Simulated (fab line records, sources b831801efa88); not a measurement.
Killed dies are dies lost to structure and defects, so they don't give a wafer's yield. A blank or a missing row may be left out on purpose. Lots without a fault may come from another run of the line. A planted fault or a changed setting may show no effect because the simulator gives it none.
Which tool did it? | flow sky130 | 12 lots, 36 wafers sampled, at 1 step of a route of 708

WHAT THE GAUGES READ, wafer by wafer
SKY_CAPM_THK_MEAS_04: measures by xrf.
lot  | measured     | on            | CAPM_TIN_THK (nm)
L075 | day 36 17:17 | film_metro-02 | 196.8 195.9 199.3
L077 | day 37 04:08 | film_metro-02 | 195.7 197.5 198.0
L079 | day 38 00:15 | film_metro-03 | 200.0 203.5 201.5
L081 | day 38 19:37 | film_metro-03 | 201.1 200.2 201.5
L083 | day 39 08:02 | film_metro-01 | 202.7 201.3 201.2
L085 | day 39 19:38 | film_metro-02 | 198.1 199.5 200.7
L087 | day 40 07:02 | film_metro-01 | 200.4 199.5 200.1
L089 | day 40 22:09 | film_metro-03 | 201.9 202.8 204.9
L091 | day 41 14:01 | film_metro-03 | 201.1 197.7 195.4
L093 | day 42 07:04 | film_metro-03 | 203.5 200.9 202.2
L095 | day 42 13:16 | film_metro-02 | 198.6 201.1 198.0
L097 | day 44 07:46 | film_metro-01 | 200.3 203.5 199.8

WHICH TOOL RAN EACH LOT (tool, then ch and the chambers of the sampled wafers, then the start)
The record holds no process step before these readings.

THE ANSWER, worked out from the rows above alone
Rule: what is usual is taken from the lots themselves. Put in order of their means at a reading, lots are off if they are a third of the lots or fewer, leave a main group of 4 or more, and stand apart from it by a gap of 3 or more times the standard deviation of the main group's means; of several such gaps the widest counts. A main group whose means are all the same, to the digits that the tables above print for the reading, isn't used. A lot without any number at a reading at which 4 lots or more have one is off too. The other lots that the step has rows for count as sound.
No lot is off at any reading shown: from this, nothing can be told.

WHAT THE SIMULATOR HAD PUT IN
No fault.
